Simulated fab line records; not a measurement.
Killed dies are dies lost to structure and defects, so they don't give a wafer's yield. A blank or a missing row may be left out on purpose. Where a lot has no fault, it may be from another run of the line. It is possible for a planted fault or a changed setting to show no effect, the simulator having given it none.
fab line records    flow gf180mcu
[record] lots = 12  wafers = 36  last_day = 34
route steps=602 shown CONTACT@311 M1@321 M3@411
lots with no fault: from the same line, run without faults
start_h: hours from the record's opening day to when the first of the lot's shown wafers began    wait_h: how many hours have passed since the lot's step before this one    " unchanged from the row above    L1.1+2: a row that stands for several wafers    - either no value or no given start    * or withheld: withheld    < > ~ a bound
route shown NAME@n: a module of which the file shows steps, and the number in the route of the first    usual: the fault-free wafers' mean and standard deviation    same: alike in all rows    chamber/n: place in a boat    sites: each site's reading    _std_site: standard deviation across them    _edge_site: the outer-site mean with the inner-site mean subtracted    radius_mm: how far each site lies from the wafer's centre    mask NAME#n: copy n    behind: the most recent tool/chamber to have shaped the wafer    hold: the reason the lot was held/the length of the hold in hours/how it ended    device: the transistor (n, p or np) that didn't switch    end of line: tests of these same wafers at the route's end    for a step that has no rows: nothing shown but its recipe    killed: dies lost to structure and defects at the first sort, not the wafer's yield    map: a wafer's dies, marking killed ones x, the rest . and places with no die _
set.NAME: the setting as run; set.NAME@STEP: as run at that earlier step    model.NAME: the simulator's own value behind a step, which no gauge read
steps of the route over a sample of lots; a table a step, a row a wafer
services: a tool's chamber out of use, with start hour (start_h, from the record's first day; less than 0 if before it), hours out, and reason
[[steps]]
[step GF_CONTACT_CVD_24]
[recipe] material = W  target_thk_nm = 300  time_s = 90.339  temp_c = 400  pressure_torr = 40
[usual] heater_power_w = 845/77  susceptor_temp_C = 399.96/0.22
lot.wafer  tool      chamber  start_h  wait_h  heater_power_w  since_wet_clean_h  susceptor_temp_C
L808.2     cvd_w-02  1        372.34   0.0     976             982                399.74
L808.3     "         1        "        "       972             -                  399.84
L808.5     "         0        "        "       838             -                  399.66
L809.1     cvd_w-02  1        381.64   0.0     981             992                400.26
L809.2     "         0        "        "       819             992                400.31
L809.3     "         0        "        "       815             -                  400.23
L812.2     cvd_w-01  1        403.09   0.0     767             499                399.95
L812.3     "         0        "        "       819             -                  399.79
L812.6     "         1        "        "       773             -                  399.90
L814.3     cvd_w-02  1        418.67   0.1     957             -                  399.89
L814.4     "         0        "        "       834             -                  400.29
L814.6     "         1        "        "       972             -                  399.84
L816.3     cvd_w-01  1        440.71   0.1     776             -                  399.57
L816.4     "         1        "        "       776             -                  400.00
L816.6     "         1        "        "       789             -                  399.78
L819.1     cvd_w-01  1        464.88   0.0     785             561                400.01
L819.5     "         0        "        "       831             -                  399.70
L819.6     "         1        "        "       760             -                  399.59
L820.1     cvd_w-01  0        469.35   0.0     842             565                400.09
L820.3     "         1        "        "       762             -                  400.42
L820.5     "         0        "        "       838             -                  399.89
L822.3     cvd_w-01  1        488.03   0.1     779             -                  400.05
L822.4     "         0        "        "       836             -                  400.22
L822.6     "         1        "        "       776             -                  400.12
L824.1     cvd_w-02  1        502.93   0.0     976             99                 400.06
L824.3     "         1        "        "       993             -                  400.04
L824.4     "         0        "        "       790             -                  391.18
L826.4     cvd_w-02  0        517.88   0.1     771             -                  391.36
L826.5     "         0        "        "       792             -                  391.59
L826.6     "         1        "        "       1005            -                  400.00
L830.1     cvd_w-01  0        549.39   0.0     848             645                400.02
L830.3     "         1        "        "       773             -                  399.81
L830.4     "         0        "        "       847             -                  400.14
L831.1     cvd_w-01  0        558.79   0.0     836             655                400.23
L831.2     "         1        "        "       780             655                400.09
L831.5     "         0        "        "       824             -                  400.20
[step GF_CONTACT_RS_MEAS_25]
[recipe] thk_meas_gauge = four-point-probe  reads = W_of_CONTACT_CVD_24+TiN_of_CONTACT_SPUTTER_23+Ti_of_CONTACT_SPUTTER_22
[usual] CONTACT_W_RS = 0.379/0.0041
lot.wafer  tool           chamber  start_h  wait_h  CONTACT_W_RS[ohm/sq]
L808.2     film_metro-04  -        372.46   0.1     0.378
L808.3     "              -        "        "       0.380
L808.5     "              -        "        "       0.381
L809.1     film_metro-01  -        381.74   0.1     0.377
L809.2     "              -        "        "       0.383
L809.3     "              -        "        "       0.381
L812.2     film_metro-04  -        403.21   0.1     0.379
L812.3     "              -        "        "       0.381
L812.6     "              -        "        "       0.375
L814.3     film_metro-03  -        418.78   0.1     0.375
L814.4     "              -        "        "       0.381
L814.6     "              -        "        "       0.381
L816.3     film_metro-01  -        440.89   0.1     0.374
L816.4     "              -        "        "       0.373
L816.6     "              -        "        "       0.371
L819.1     film_metro-04  -        464.98   0.1     0.378
L819.5     "              -        "        "       0.380
L819.6     "              -        "        "       0.377
L820.1     film_metro-01  -        469.45   0.1     0.379
L820.3     "              -        "        "       0.376
L820.5     "              -        "        "       0.375
L822.3     film_metro-03  -        488.14   0.1     0.374
L822.4     "              -        "        "       0.379
L822.6     "              -        "        "       0.379
L824.1     film_metro-03  -        503.03   0.1     0.373
L824.3     "              -        "        "       0.374
L824.4     "              -        "        "       0.439
L826.4     film_metro-03  -        518.00   0.1     0.443
L826.5     "              -        "        "       0.442
L826.6     "              -        "        "       0.377
L830.1     film_metro-01  -        549.49   0.1     0.385
L830.3     "              -        "        "       0.379
L830.4     "              -        "        "       0.387
L831.1     film_metro-03  -        558.89   0.1     0.378
L831.2     "              -        "        "       0.381
L831.5     "              -        "        "       0.384
[step GF_CONTACT_THK_MEAS_26]
[recipe] thk_meas_gauge = xrf  reads = W_of_CONTACT_CVD_24
[usual] CONTACT_W_THK = 315/5.1
lot.wafer  tool           chamber  start_h  wait_h  CONTACT_W_THK[nm]
L808.2     film_metro-04  -        372.57   0.1     317
L808.3     "              -        "        "       316
L808.5     "              -        "        "       314
L809.1     film_metro-01  -        381.86   0.1     310
L809.2     "              -        "        "       307
L809.3     "              -        "        "       307
L812.2     film_metro-04  -        403.32   0.1     312
L812.3     "              -        "        "       311
L812.6     "              -        "        "       316
L814.3     film_metro-03  -        418.88   0.1     324
L814.4     "              -        "        "       318
L814.6     "              -        "        "       319
L816.3     film_metro-01  -        440.99   0.1     312
L816.4     "              -        "        "       312
L816.6     "              -        "        "       314
L819.1     film_metro-04  -        465.10   0.1     317
L819.5     "              -        "        "       314
L819.6     "              -        "        "       316
L820.1     film_metro-01  -        469.57   0.1     310
L820.3     "              -        "        "       312
L820.5     "              -        "        "       313
L822.3     film_metro-03  -        488.24   0.1     321
L822.4     "              -        "        "       318
L822.6     "              -        "        "       320
L824.1     film_metro-03  -        503.15   0.1     324
L824.3     "              -        "        "       322
L824.4     "              -        "        "       272
L826.4     film_metro-03  -        518.09   0.1     271
L826.5     "              -        "        "       270
L826.6     "              -        "        "       321
L830.1     film_metro-01  -        549.61   0.1     302
L830.3     "              -        "        "       308
L830.4     "              -        "        "       302
L831.1     film_metro-03  -        559.01   0.1     320
L831.2     "              -        "        "       318
L831.5     "              -        "        "       316
[step GF_CONTACT_CMP_27]
[recipe] stop_on = SiO2  down_force_psi = 3.5  platen_rpm = 60  t_overpolish_s = 15  target_thk_nm = 0  pad_velocity_m_s = 0.94248
[usual] head_pressure_psi = 3.500/0.008  motor_current_A = 11.0/0.73  slurry_flow_ml_min = 150.0/0.45  time_to_endpoint_s = 75/4
lot.wafer  tool    chamber  start_h  wait_h  head_pressure_psi  motor_current_A  slurry_flow_ml_min  time_to_endpoint_s
L808.2     cmp-02  2        372.67   0.1     3.504              10.4             150.7               79
L808.3     "       3        "        "       3.513              10.2             149.9               69
L808.5     "       1        "        "       3.499              11.9             150.1               71
L809.3     cmp-02  0        381.92   0.0     3.504              10.1             149.2               73
L809.2     "       2        "        "       3.500              11.4             150.3               76
L809.1     "       3        "        "       3.505              10.2             149.9               67
L812.2     cmp-02  3        403.37   0.0     3.502              10.9             149.5               69
L812.3     "       0        "        "       3.497              10.5             150.3               74
L812.6     "       3        "        "       3.489              11.3             150.0               73
L814.3     cmp-02  0        418.92   0.0     3.513              10.3             149.8               74
L814.4     "       1        "        "       3.512              11.5             150.6               73
L814.6     "       0        "        "       3.506              10.3             150.2               76
L816.3     cmp-02  2        441.03   0.0     3.498              11.5             149.5               79
L816.4     "       0        "        "       3.502              10.2             150.4               77
L816.6     "       3        "        "       3.490              10.6             149.8               71
L819.1     cmp-02  0        465.21   0.1     3.493              10.3             150.0               70
L819.5     "       3        "        "       3.488              11.1             149.0               66
L819.6     "       0        "        "       3.493              10.4             149.9               73
L820.1     cmp-01  0        469.68   0.1     3.515              9.9              149.9               71
L820.3     "       1        "        "       3.514              10.8             150.0               72
L820.5     "       0        "        "       3.495              9.9              151.3               72
L822.4     cmp-01  2        488.38   0.1     3.501              12.3             150.2               73
L822.3     "       3        "        "       3.500              11.1             150.1               80
L822.6     "       0        "        "       3.519              9.3              150.0               70
L824.3     cmp-02  3        503.39   0.2     3.500              10.5             150.0               74
L824.1     "       0        "        "       3.514              10.2             150.5               79
L824.4     "       1        "        "       3.500              11.8             149.5               65
L826.4     cmp-02  3        518.49   0.4     3.515              10.7             149.9               62
L826.5     "       1        "        "       3.489              11.5             150.6               67
L826.6     "       2        "        "       3.499              11.3             149.9               80
L830.4     cmp-02  3        549.67   0.0     3.503              10.9             150.2               66
L830.1     "       0        "        "       3.493              10.1             149.8               69
L830.3     "       1        "        "       3.497              11.3             150.2               69
L831.2     cmp-02  3        559.12   0.1     3.489              10.4             150.8               68
L831.1     "       0        "        "       3.499              10.5             150.0               74
L831.5     "       3        "        "       3.488              11.0             150.1               73
[step GF_M1_THK_MEAS_06]
[recipe] thk_meas_gauge = xrf  reads = AlCu_of_M1_SPUTTER_02
[usual] M1_ALCU_THK = 450/4.7
lot.wafer  tool           chamber  start_h  wait_h  M1_ALCU_THK[nm]
L808.2     film_metro-04  -        373.27   0.1     454
L808.3     "              -        "        "       451
L808.5     "              -        "        "       448
L809.1     film_metro-02  -        382.56   0.1     449
L809.2     "              -        "        "       457
L809.3     "              -        "        "       454
L812.2     film_metro-02  -        404.02   0.1     453
L812.3     "              -        "        "       452
L812.6     "              -        "        "       450
L814.3     film_metro-01  -        419.58   0.1     451
L814.4     "              -        "        "       449
L814.6     "              -        "        "       446
L816.3     film_metro-02  -        441.69   0.1     452
L816.4     "              -        "        "       454
L816.6     "              -        "        "       453
L819.1     film_metro-02  -        465.80   0.1     451
L819.5     "              -        "        "       455
L819.6     "              -        "        "       449
L820.1     film_metro-01  -        470.27   0.1     457
L820.3     "              -        "        "       455
L820.5     "              -        "        "       457
L822.3     film_metro-02  -        488.94   0.1     452
L822.4     "              -        "        "       450
L822.6     "              -        "        "       448
L824.1     film_metro-01  -        504.03   0.1     452
L824.3     "              -        "        "       454
L824.4     "              -        "        "       454
L826.4     film_metro-01  -        519.06   0.1     453
L826.5     "              -        "        "       450
L826.6     "              -        "        "       455
L830.1     film_metro-01  -        550.91   0.1     452
L830.3     "              -        "        "       450
L830.4     "              -        "        "       452
L831.1     film_metro-02  -        559.71   0.1     459
L831.2     "              -        "        "       458
L831.5     "              -        "        "       454
[step GF_M3_SPUTTER_02]
[recipe] material = AlCu  target_thk_nm = 450  power_w = 10600  time_s = 23.9  chamber_pressure_pa = 0.4
[usual] throttle_valve_pct = 29.9/0.65
lot.wafer  tool            chamber  start_h  wait_h  throttle_valve_pct
L808.2     pvd_sputter-04  -        472.73   0.0     30.0
L808.3     "               -        "        "       29.7
L808.5     "               -        "        "       29.7
L809.1     pvd_sputter-01  -        485.02   0.0     30.2
L809.2     "               -        "        "       29.7
L809.3     "               -        "        "       30.2
L812.2     pvd_sputter-04  -        505.72   0.0     31.0
L812.3     "               -        "        "       29.8
L812.6     "               -        "        "       30.1
L814.3     pvd_sputter-01  -        522.24   0.0     29.3
L814.4     "               -        "        "       29.5
L814.6     "               -        "        "       30.1
L816.3     pvd_sputter-01  -        542.40   0.0     29.5
L816.4     "               -        "        "       30.3
L816.6     "               -        "        "       29.7
L819.1     pvd_sputter-03  -        565.69   0.0     30.9
L819.5     "               -        "        "       29.4
L819.6     "               -        "        "       29.5
L820.1     pvd_sputter-04  -        569.23   0.0     29.6
L820.3     "               -        "        "       30.1
L820.5     "               -        "        "       29.6
L822.3     pvd_sputter-01  -        587.89   0.0     29.1
L822.4     "               -        "        "       29.6
L822.6     "               -        "        "       30.1
L824.1     pvd_sputter-04  -        598.82   0.0     30.0
L824.3     "               -        "        "       29.9
L824.4     "               -        "        "       31.2
L826.4     pvd_sputter-01  -        613.54   0.0     30.3
L826.5     "               -        "        "       29.7
L826.6     "               -        "        "       30.0
L830.1     pvd_sputter-04  -        641.44   0.0     29.8
L830.3     "               -        "        "       31.2
L830.4     "               -        "        "       29.8
L831.1     pvd_sputter-04  -        649.73   0.0     31.2
L831.2     "               -        "        "       29.5
L831.5     "               -        "        "       31.2
[step GF_M3_SPUTTER_03]
[recipe] material = Ti  target_thk_nm = 10  substrate_temp_c = 300  chamber_pressure_pa = 0.3  power_w = 3000  time_s = 6.7
[usual] throttle_valve_pct = 29.9/0.64
lot.wafer  tool            chamber  start_h  wait_h  throttle_valve_pct
L808.2     pvd_sputter-04  -        472.76   0.0     30.1
L808.3     "               -        "        "       29.6
L808.5     "               -        "        "       29.7
L809.1     pvd_sputter-01  -        485.05   0.0     30.2
L809.2     "               -        "        "       29.5
L809.3     "               -        "        "       30.0
L812.2     pvd_sputter-04  -        505.75   0.0     31.1
L812.3     "               -        "        "       29.8
L812.6     "               -        "        "       30.2
L814.3     pvd_sputter-01  -        522.27   0.0     29.5
L814.4     "               -        "        "       29.6
L814.6     "               -        "        "       30.2
L816.3     pvd_sputter-01  -        542.43   0.0     29.8
L816.4     "               -        "        "       30.2
L816.6     "               -        "        "       29.6
L819.1     pvd_sputter-03  -        565.72   0.0     31.3
L819.5     "               -        "        "       29.4
L819.6     "               -        "        "       29.4
L820.1     pvd_sputter-04  -        569.26   0.0     29.4
L820.3     "               -        "        "       30.4
L820.5     "               -        "        "       29.7
L822.3     pvd_sputter-01  -        587.92   0.0     29.6
L822.4     "               -        "        "       29.5
L822.6     "               -        "        "       30.2
L824.1     pvd_sputter-04  -        598.85   0.0     29.6
L824.3     "               -        "        "       29.4
L824.4     "               -        "        "       31.0
L826.4     pvd_sputter-01  -        613.57   0.0     30.2
L826.5     "               -        "        "       29.5
L826.6     "               -        "        "       30.0
L830.1     pvd_sputter-04  -        641.47   0.0     29.7
L830.3     "               -        "        "       31.0
L830.4     "               -        "        "       29.7
L831.1     pvd_sputter-04  -        649.76   0.0     31.0
L831.2     "               -        "        "       30.0
L831.5     "               -        "        "       30.9
[[services]]
tool            chamber  start_h  hours  kind
cmp-02          -        367.45   0.3    repair
cmp-01          -        376.26   18.0   repair
pvd_sputter-03  -        377.28   83.3   repair
cvd_w-02        -        390.00   14.0   pm
cmp-02          -        395.84   6.0    pm
pvd_sputter-04  -        403.89   3.6    repair
cmp-02          -        404.00   4.0    pm
pvd_sputter-04  -        412.99   4.1    repair
cvd_w-01        0        436.82   11.1   repair
cmp-01          -        438.18   3.4    pm
cvd_w-01        -        449.31   0.8    repair
cmp-01          -        458.61   1.6    repair
pvd_sputter-03  -        459.09   8.8    repair
cmp-02          -        460.99   3.2    repair
cmp-01          -        467.61   1.4    repair
cmp-01          -        474.59   0.4    repair
pvd_sputter-01  -        493.40   5.9    repair
cmp-01          -        501.15   16.3   pm
pvd_sputter-03  -        501.47   1.7    repair
pvd_sputter-01  -        524.12   5.0    repair
pvd_sputter-04  -        572.64   8.5    repair
cvd_w-01        -        588.25   2.8    pm
cmp-02          -        611.90   1.1    repair
cvd_w-02        0        643.16   13.6   repair
[[key]]
[first_sign] step = GF_CONTACT_CVD_24  reading = susceptor_temp_C  direction = down  sigmas = 39  usual = *  struck = *
[effect] step = GF_CONTACT_RS_MEAS_25  reading = CONTACT_W_RS  direction = up  sigmas = 15  usual = 0.379  struck = 0.441
[effect] step = GF_CONTACT_THK_MEAS_26  reading = CONTACT_W_THK  direction = down  sigmas = 8.7  usual = 315  struck = 271
[effect] step = GF_CONTACT_CMP_27  reading = time_to_endpoint_s  direction = down  sigmas = 2.6  usual = *  struck = *
met_at GF_CONTACT_CVD_24
struck_lots L824,L826
struck_wafers L824.4,L826.4,L826.5
tester_left_out L824,L826
not_acting_at GF_M1_THK_MEAS_06,GF_M3_SPUTTER_02,GF_M3_SPUTTER_03
onset_between 418.67 502.93
[fault] kind = process_parameter_drift  tool = cvd_w-02  chamber = 0  onset_h = 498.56  steps = GF_CONTACT_CVD_24  channel = temp_c  offset = *  shape = step  end_h = 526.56  acts_in = *  stated = *
// tester_left_out: of these lots the tester's yield and bins aren't shown, on N5 and GAA mostly nor the transistor test; their killed dies are dies lost to structure and defects alone, not to doping, threshold or leakage, so they don't give the yield
